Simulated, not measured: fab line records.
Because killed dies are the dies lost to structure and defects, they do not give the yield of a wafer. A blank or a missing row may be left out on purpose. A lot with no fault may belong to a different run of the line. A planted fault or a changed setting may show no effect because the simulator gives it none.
Chamber matching -- flow sky130 -- SKY_FIELD_ISO_ETCH_17 on rieSi-01: 4 sister chambers
The step etches Si in HBr/Cl2/O2, target depth 342 nm, time 97.7 s. 14 wafers are shown with their chamber, then 7 later ones without.

WAFERS PAIRED WITH THEIR CHAMBERS
wafer,chamber,drypumpMotorCurrentA (A),oesProductAu (a.u.),throttleValvePct (%)
L353.1,0,6.7,1.000,25.676
L353.4,1,5.3,1.003,25.657
L353.6,1,5.4,1.013,25.640
L354.4,2,6.0,0.992,25.660
L354.5,2,6.0,1.000,25.665
L354.6,3,5.2,1.004,25.659
L358.2,1,5.4,1.001,25.648
L358.3,3,5.2,0.992,25.658
L358.6,2,6.0,0.991,25.671
L361.1,3,5.2,0.999,25.644
L361.3,2,6.0,1.010,25.658
L361.5,2,6.0,0.996,25.662
L362.1,0,6.7,1.006,25.643
L362.3,1,5.4,1.007,25.670

SIGNATURES (averages over the wafers above)
reading,chamber 0,chamber 1,chamber 2,chamber 3,scatter within a chamber
drypumpMotorCurrentA,6.700,5.375,6.000,5.200,0.0274
oesProductAu,1.00300,1.00600,0.99780,0.99833,0.00641
throttleValvePct,25.65950,25.65375,25.66320,25.65367,0.0113
Rule: a wafer's distance from a chamber is the root of the sum, over the readings, of the square of ((its reading less the chamber's mean) divided by the reading's scatter). The wafer belongs to the nearest chamber; if the next one is less than 2 further off, it can't be placed. The scatter: take each reading less its chamber's mean, square it, sum over the shown wafers, divide by the number of wafers less the number of chambers, and take the root.

WAFERS MISSING THEIR CHAMBER
wafer,drypumpMotorCurrentA (A),oesProductAu (a.u.),throttleValvePct (%)
L362.6,5.2,0.991,25.663
L365.3,5.3,0.995,25.654
L365.5,6.0,0.993,25.655
L365.6,5.2,1.002,25.672
L371.3,5.2,0.995,25.667
L371.4,5.3,1.007,25.663
L371.6,6.7,1.010,25.638

THE CHAMBER EACH PASSED THROUGH
wafer,from the rows above,in truth
L362.6,3,3
L365.3,can't be placed: 1 or 3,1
L365.5,2,2
L365.6,3,3
L371.3,3,3
L371.4,can't be placed: 1 or 3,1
L371.6,0,0
Correct placement for 5 of the 7. From these rows, 2 cannot be placed; in 2 the true chamber is one of the candidates. Number placed wrongly: 0.
